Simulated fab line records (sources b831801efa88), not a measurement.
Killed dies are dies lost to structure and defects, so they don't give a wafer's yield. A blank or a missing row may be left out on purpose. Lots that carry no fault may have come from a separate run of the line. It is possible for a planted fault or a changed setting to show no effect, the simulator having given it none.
Comparing a struck lot with a sound one :: flow sfqLine :: 19 steps out of a route of 325
Sound: these wafers, L881.2, L881.5, L881.6. Wafers L887.1, L887.5 were the ones struck. Last of all comes the cause.
Each step with rows lists, per side, the tool, then ch with its chambers, then its first start. Under that, the readings that differ: sound wafers :: struck wafers :: difference of the means :: sigmas: that difference in standard deviations of wafers without a fault.
alike: words and numbers the same on both sides, and readings whose means are apart by under 2 such deviations; not compared: readings that were withheld, readings missing a value for some wafer, numbers with overlapping values and no deviation given by the record, and bounds like >300 which may hide the same value.
A row with sigmas, a row that says differs or no value, or rows on one side alone: a step with any of these is where the two part. Non-overlapping numbers with no deviation appear without sigmas and do not part them. A reading that every wafer of one side lacks parts them only if that side has two wafers or more.

SFQ_M6_OVL_MEAS_940:
  struck on overlay-01, day 71 12:22; sound on overlay-02, day 69 01:31
  alike: M6_OVL
SFQ_TRILAYER_M6_BARC_OPEN_METAL_ETCH_206: etches BARC in O2, target depth 125 nm, time 41.7 s.
  sound on rieMetal-04 ch 0,1, day 69 01:33; struck on rieMetal-04 ch 0,1, day 71 12:23
  alike: drypumpMotorCurrentA, oesProductAu
  not compared: rfHoursCounterH
then, 1 step without rows for these wafers: SFQ_TRILAYER_M6_ETCH_METAL_ETCH_162 (etches Nb in Cl2/Ar, stops on SiO2, target depth 240 nm, time 120 s).
SFQ_TRILAYER_M6_STRIP_STRIP_163: strips in O2.
  sound on rieMetal-04 ch 0,1, day 69 01:44; struck on rieMetal-04 ch 0,1, day 71 12:35
  alike: drypumpMotorCurrentA, oesProductAu
  not compared: rfHoursCounterH
then, 1 step without rows for these wafers: SFQ_TRILAYER_M6_STRIP_SOLV_CLEAN_164 (cleans in NMP, time 600 s).
SFQ_TRILAYER_I6_DEP_PECVD_165: deposits SiO2 from SiH4/N2O, time 111.11 s, target thk 500 nm.
  sound on pecvd-04 ch 0,1,2, day 69 02:31; struck on pecvd-04 ch 0,2, day 71 13:21
  alike: heaterPowerW, throttleValvePct
  not compared: sinceWetCleanH
then, 1 step without rows for these wafers: SFQ_TRILAYER_I6_CMP_CMP_166 (polishes SiO2).
SFQ_I6_BOW_MEAS_941:
  struck on filmMetro-03, day 71 16:26; sound on filmMetro-03, day 69 06:13
  alike: I6_BOW
SFQ_TRILAYER_I6_METRO_MEASURE_167:
  struck on filmMetro-03, day 71 16:33; sound on filmMetro-03, day 69 06:31
  alike: thkNm
then, 3 steps without rows for these wafers: SFQ_TRILAYER_I6_VIA_LITHO_COAT_174 (resist thk 62 nm); SFQ_TRILAYER_I6_VIA_LITHO_COAT_169 (resist thk 650 nm); SFQ_TRILAYER_I6_VIA_LITHO_SOFTBAKE_173.
-- the record jumps here: 5 days lie between the struck wafers' starts before and after --
SFQ_TRILAYER_I6_VIA_LITHO_EXPOSE_170: exposes mask I6, target cd 700 nm.
  sound on krfScanner-02 ch 0, day 73 15:24; struck on krfScanner-02 ch 0, day 76 12:44
  alike: mask, exposureDoseMJCm2
then, 2 steps without rows for these wafers: SFQ_TRILAYER_I6_VIA_LITHO_PEB_172 (peb time 60 s); SFQ_TRILAYER_I6_VIA_LITHO_DEVELOP_171 (time 60 s).
SFQ_I6_OVL_MEAS_942:
  struck on overlay-01, day 76 14:14; sound on overlay-01, day 73 16:43
  alike: I6_OVL
SFQ_TRILAYER_I6_VIA_BARC_OPEN_VIA_ETCH_235: etches BARC in O2, target depth 125 nm, time 41.7 s.
  sound on rieDiel-01 ch 1,3, day 73 16:44; struck on rieDiel-04 ch 2, day 76 14:17
reading: model.I6.cdNm (nm)
sound: 701.3 702.2 701.4
struck: 716.8 716.4
difference: +15.0
sigmas: 
  alike: drypumpMotorCurrentA, oesProductAu
  not compared: rfHoursCounterH
SFQ_TRILAYER_I6_VIA_ETCH_VIA_ETCH_172: etches SiO2 in CHF3, stops on Nb, target depth 260 nm.
  sound on rieDiel-01 ch 1,3, day 73 16:47; struck on rieDiel-04 ch 2, day 76 14:19
reading: model.I6.cdNm (nm)
sound: 699 701.3 699
struck: 717.4 716.8
difference: +17.3
sigmas: 
  alike: drypumpMotorCurrentA, oesProductAu
SFQ_TRILAYER_I6_VIA_STRIP_STRIP_173: strips in O2.
  sound on rieMetal-01 ch 0,1, day 73 16:53; struck on rieMetal-02 ch 1, day 76 14:26
  alike: drypumpMotorCurrentA, oesProductAu
  not compared: rfHoursCounterH

WHERE THEY PART
Nowhere in this record.

WHY: the cause the simulator had injected
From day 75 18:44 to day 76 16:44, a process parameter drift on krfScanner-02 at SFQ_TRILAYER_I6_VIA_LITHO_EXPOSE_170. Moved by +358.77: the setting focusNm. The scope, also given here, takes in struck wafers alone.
